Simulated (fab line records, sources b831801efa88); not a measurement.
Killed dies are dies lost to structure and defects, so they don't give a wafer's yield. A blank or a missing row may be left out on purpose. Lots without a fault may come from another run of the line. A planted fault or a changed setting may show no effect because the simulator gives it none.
Chamber matching | flow sky130 | SKY_PASSIVATION_CVD_02 on pecvd-02: 3 sister chambers
The step deposits Si3N4, target thk 540 nm. 24 wafers are shown with their chamber, then 12 later ones without.

WAFERS WITH THEIR CHAMBER
wafer  | chamber | heater_power_w (W)
L074.1 | 2       | 732
L074.2 | 1       | 662
L074.3 | 0       | 874
L074.4 | 1       | 675
L074.5 | 0       | 688
L074.6 | 2       | 770
L080.3 | 0       | 774
L080.5 | 0       | 807
L080.6 | 2       | 650
L081.2 | 2       | 625
L081.5 | 2       | 671
L081.6 | 0       | 707
L082.1 | 2       | 753
L082.2 | 1       | 678
L082.3 | 0       | 791
L087.1 | 0       | 870
L087.2 | 1       | 675
L087.3 | 1       | 686
L087.4 | 0       | 704
L087.5 | 0       | 739
L087.6 | 1       | 687
L091.3 | 1       | 607
L091.4 | 0       | 694
L091.5 | 0       | 758

SIGNATURES (means of the wafers above)
reading        | chamber 0 | chamber 1 | chamber 2 | scatter within a chamber
heater_power_w | 764.18    | 667.14    | 700.17    | 56.3
Rule: a wafer's distance from a chamber is the root of the sum, over the readings, of the square of ((its reading less the chamber's mean) divided by the reading's scatter). The wafer belongs to the nearest chamber; if the next one is less than 2 further off, it can't be placed. The scatter: the root of (the sum of the squares of (reading less its chamber's mean) over the shown wafers, divided by (wafers less chambers)).

WAFERS WITHOUT THEIR CHAMBER
wafer  | heater_power_w (W)
L093.1 | 755
L093.2 | 660
L093.3 | 729
L093.4 | 769
L093.5 | 779
L093.6 | 705
L097.1 | 772
L097.2 | 861
L097.3 | 551
L097.4 | 882
L097.5 | 592
L097.6 | 631

WHICH CHAMBER EACH WENT THROUGH
wafer  | from the rows above          | in truth
L093.1 | can't be placed: 0 or 2 or 1 | 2
L093.2 | can't be placed: 1 or 2 or 0 | 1
L093.3 | can't be placed: 2 or 0 or 1 | 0
L093.4 | can't be placed: 0 or 2 or 1 | 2
L093.5 | can't be placed: 0 or 2 or 1 | 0
L093.6 | can't be placed: 2 or 1 or 0 | 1
L097.1 | can't be placed: 0 or 2 or 1 | 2
L097.2 | can't be placed: 0 or 2 or 1 | 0
L097.3 | can't be placed: 1 or 2 or 0 | 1
L097.4 | can't be placed: 0 or 2 or 1 | 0
L097.5 | can't be placed: 1 or 2 or 0 | 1
L097.6 | can't be placed: 1 or 2 or 0 | 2
Placed correctly: 0 of 12. Can't be placed from these rows: 12 (the true chamber is among the candidates in 12). Placed wrongly: 0.
